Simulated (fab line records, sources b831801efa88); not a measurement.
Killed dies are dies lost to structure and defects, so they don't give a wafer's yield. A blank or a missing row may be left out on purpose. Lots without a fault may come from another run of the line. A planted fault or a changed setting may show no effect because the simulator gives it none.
Which tool did it? | flow gf180mcu | 11 lots, 33 wafers sampled, at 5 steps of a route of 602

WHAT THE GAUGES READ, wafer by wafer
GF_HV_LDD_THK_MEAS_57. Usual: HV_LDD_CVD_56_THK 89.9 nm, standard deviation 1.
lot  | measured     | on            | HV_LDD_CVD_56_THK (nm) | flag
L476 | day 12 19:29 | film_metro-01 | 87.9 88.3 88.1         |
L481 | day 14 13:38 | film_metro-01 | 91.1 90.4 90.3         |
L482 | day 14 21:00 | film_metro-04 | 88.7 88.9 89.9         |
L483 | day 15 05:21 | film_metro-02 | 90.9 90.4 90.7         |
L484 | day 15 12:12 | film_metro-02 | 70.7 70.6 70.6         | OFF
L488 | day 17 00:14 | film_metro-02 | 67.4 67.4 67.2         | OFF
L492 | day 18 05:43 | film_metro-04 | 90.5 90.4 90.5         |
L493 | day 18 22:11 | film_metro-01 | 88.6 88.2 87.7         |
L495 | day 19 11:04 | film_metro-04 | 89.5 88.9 89.2         |
L496 | day 19 17:21 | film_metro-01 | 89.9 90.0 89.4         |
L498 | day 20 09:52 | film_metro-01 | 89.8 89.9 90.3         |

GF_NSD_TW_MEAS_12. Usual: NSD_TW 4266, standard deviation 38.
lot  | measured     | on            | NSD_TW         | flag
L476 | day 13 15:45 | film_metro-03 | 4273 4255 4252 |
L481 | day 15 11:06 | film_metro-02 | 4247 4214 4207 |
L482 | day 15 18:29 | film_metro-03 | 4279 4304 4305 |
L483 | day 16 03:15 | film_metro-04 | 4265 4267 4264 |
L484 | day 16 10:49 | film_metro-02 | 4226 4220 4217 |
L488 | day 18 00:37 | film_metro-03 | 4302 4305 4278 |
L492 | day 19 06:01 | film_metro-02 | 4199 4190 4187 |
L493 | day 19 22:30 | film_metro-03 | 4293 4295 4279 |
L495 | day 20 11:27 | film_metro-03 | 4279 4286 4266 |
L496 | day 20 17:16 | film_metro-03 | 4293 4289 4270 |
L498 | day 21 10:33 | film_metro-02 | 4210 4215 4192 |

GF_PSD_TW_MEAS_11. Usual: PSD_TW 3184, standard deviation 34.
lot  | measured     | on            | PSD_TW         | flag
L476 | day 14 12:16 | film_metro-03 | 3209 3184 3213 |
L481 | day 16 09:27 | film_metro-02 | 3130 3135 3142 |
L482 | day 16 16:02 | film_metro-04 | 3197 3202 3208 |
L483 | day 17 01:53 | film_metro-02 | 3145 3141 3157 |
L484 | day 17 08:47 | film_metro-02 | 3165 3137 3125 |
L488 | day 19 00:35 | film_metro-02 | 3127 3135 3141 |
L492 | day 20 05:54 | film_metro-03 | 3202 3196 3214 |
L493 | day 20 23:04 | film_metro-03 | 3201 3201 3186 |
L495 | day 21 11:31 | film_metro-03 | 3213 3216 3206 |
L496 | day 21 16:30 | film_metro-03 | 3212 3204 3193 |
L498 | day 22 10:32 | film_metro-03 | 3205 3208 3209 |

WHICH TOOL RAN EACH LOT (tool, then ch and the chambers of the sampled wafers, then the start)
lot  | GF_HV_LDD_CVD_56            | GF_HV_LDD_ETCHBACK_58
L476 | lpcvd-02 ch 1, day 12 18:03 | rie_diel-03 ch 1,2,3, day 12 19:32
L481 | lpcvd-01 ch 1, day 14 12:11 | rie_diel-03 ch 0,2, day 14 13:41
L482 | lpcvd-01 ch 0, day 14 19:34 | rie_diel-02 ch 2,3, day 14 21:04
L483 | lpcvd-01 ch 0, day 15 03:55 | rie_diel-02 ch 1,2,3, day 15 05:24
L484 | lpcvd-01 ch 0, day 15 10:45 | rie_diel-02 ch 0,1,2, day 15 12:14
L488 | lpcvd-01 ch 1, day 16 22:48 | rie_diel-01 ch 2,3, day 17 00:17
L492 | lpcvd-02 ch 0, day 18 04:17 | rie_diel-02 ch 0,2,3, day 18 05:46
L493 | lpcvd-02 ch 0, day 18 20:46 | rie_diel-03 ch 2,3, day 18 22:15
L495 | lpcvd-01 ch 0, day 19 07:51 | rie_diel-01 ch 1,2,3, day 19 11:07
L496 | lpcvd-02 ch 0, day 19 15:55 | rie_diel-03 ch 1,3, day 19 17:24
L498 | lpcvd-01 ch 1, day 20 07:44 | rie_diel-02 ch 0,1,2, day 20 09:56
- GF_HV_LDD_CVD_56: deposits Si3N4 from DCS/NH3, target thk 90 nm, time 1543 s.
- GF_HV_LDD_ETCHBACK_58: etches Si3N4 in CH3F/O2, stops on SiO2, time 100 s, target depth 90 nm.

WHAT THE TOOLS THEMSELVES READ (means of the sampled wafers that have a number; where no wafer has one, the mark that the record gives instead)
GF_HV_LDD_CVD_56. Usual: spike_tc_bottom_C 790.0 C, standard deviation 2.2; spike_tc_centre_C 770.6 C, standard deviation 1.2; spike_tc_lower_C 770.2 C, standard deviation 1.4; spike_tc_top_C 784.3 C, standard deviation 2.9; spike_tc_upper_C 770.0 C, standard deviation 1.1; susceptor_temp_C 770.00 C, standard deviation 0.28; zone_power_lower_pct 13.5 %, standard deviation 0.51; zone_power_top_pct 25.7 %, standard deviation 2.6.
lot  | tool     | spike_tc_bottom_C (C) | spike_tc_centre_C (C) | spike_tc_lower_C (C) | spike_tc_top_C (C) | spike_tc_upper_C (C) | susceptor_temp_C (C) | zone_power_lower_pct (%) | zone_power_top_pct (%) | flag
L476 | lpcvd-02 | 787.1                 | 768.7                 | 771.2                | 783.0              | 769.6                | 769.66               | 14.4                     | 22.4                   |
L481 | lpcvd-01 | 792.5                 | 769.5                 | 768.3                | 783.0              | 771.2                | 769.80               | 13.3                     | 26.8                   |
L482 | lpcvd-01 | 791.9                 | 771.7                 | 771.2                | 779.5              | 770.9                | 770.15               | 13.3                     | 29.4                   |
L483 | lpcvd-01 | 791.0                 | 771.0                 | 771.4                | 780.2              | 770.8                | 770.21               | 13.4                     | 29.3                   |
L484 | lpcvd-01 | 776.2                 | 756.4                 | 755.7                | 766.1              | 755.3                | 755.24               | 12.8                     | 28.2                   | OFF
L488 | lpcvd-01 | 779.3                 | 755.7                 | 753.6                | 770.1              | 755.3                | 755.48               | 12.9                     | 26.3                   | OFF
L492 | lpcvd-02 | 787.9                 | 770.5                 | 770.7                | 787.1              | 769.5                | 770.00               | 13.1                     | 24.1                   |
L493 | lpcvd-02 | 789.2                 | 771.1                 | 771.1                | 788.0              | 769.0                | 770.17               | 13.1                     | 24.3                   |
L495 | lpcvd-01 | 790.9                 | 772.1                 | 771.0                | 780.2              | 770.3                | 770.14               | 13.4                     | 28.9                   |
L496 | lpcvd-02 | 788.0                 | 770.2                 | 770.0                | 787.5              | 769.9                | 769.84               | 13.2                     | 24.1                   |
L498 | lpcvd-01 | 793.1                 | 769.9                 | 768.5                | 784.9              | 770.9                | 769.94               | 13.4                     | 27.0                   |

GF_HV_LDD_ETCHBACK_58. Usual: drypump_motor_current_A 5.6 A, standard deviation 0.39; oes_product_au 0.842 a.u., standard deviation 0.0069; throttle_valve_pct 10.561 %, standard deviation 0.0089.
lot  | tool        | drypump_motor_current_A (A) | oes_product_au (a.u.) | throttle_valve_pct (%) | flag
L476 | rie_diel-03 | 5.3                         | 0.837                 | 10.561                 |
L481 | rie_diel-03 | 5.3                         | 0.848                 | 10.564                 |
L482 | rie_diel-02 | 5.9                         | 0.836                 | 10.554                 |
L483 | rie_diel-02 | 5.7                         | 0.844                 | 10.561                 |
L484 | rie_diel-02 | 5.9                         | 0.744                 | 10.547                 | OFF
L488 | rie_diel-01 | 5.5                         | 0.724                 | 10.545                 | OFF
L492 | rie_diel-02 | 5.9                         | 0.845                 | 10.554                 |
L493 | rie_diel-03 | 5.3                         | 0.833                 | 10.564                 |
L495 | rie_diel-01 | 5.6                         | 0.839                 | 10.557                 |
L496 | rie_diel-03 | 5.2                         | 0.842                 | 10.560                 |
L498 | rie_diel-02 | 6.0                         | 0.844                 | 10.578                 |

THE ANSWER, worked out from the rows above alone
Rule: a lot is off if the mean of its wafers that have a number lies more than 3 standard deviations from the usual mean. A lot without any number at a reading at which 4 lots or more have one is off too. The other lots that the step has rows for count as sound. The gauges are gone through in route order, then the tools' own readings, and for those a lot's mean is taken as printed above. The first step at which some lot is off is used, and at that step the reading that is off furthest; a lot without a number counts as furthest.
Off: L484, L488, at GF_HV_LDD_THK_MEAS_57 (HV_LDD_CVD_56_THK).
A tool fits if, at a process step before that reading, it ran every lot that is off, and no sound lot after the first of them. The gauges at GF_HV_LDD_THK_MEAS_57 aren't tried: what is off there is off at GF_HV_LDD_CVD_56 too, on other tools, and a gauge's error can't cause that. None of those tried fits.

WHAT THE SIMULATOR HAD PUT IN
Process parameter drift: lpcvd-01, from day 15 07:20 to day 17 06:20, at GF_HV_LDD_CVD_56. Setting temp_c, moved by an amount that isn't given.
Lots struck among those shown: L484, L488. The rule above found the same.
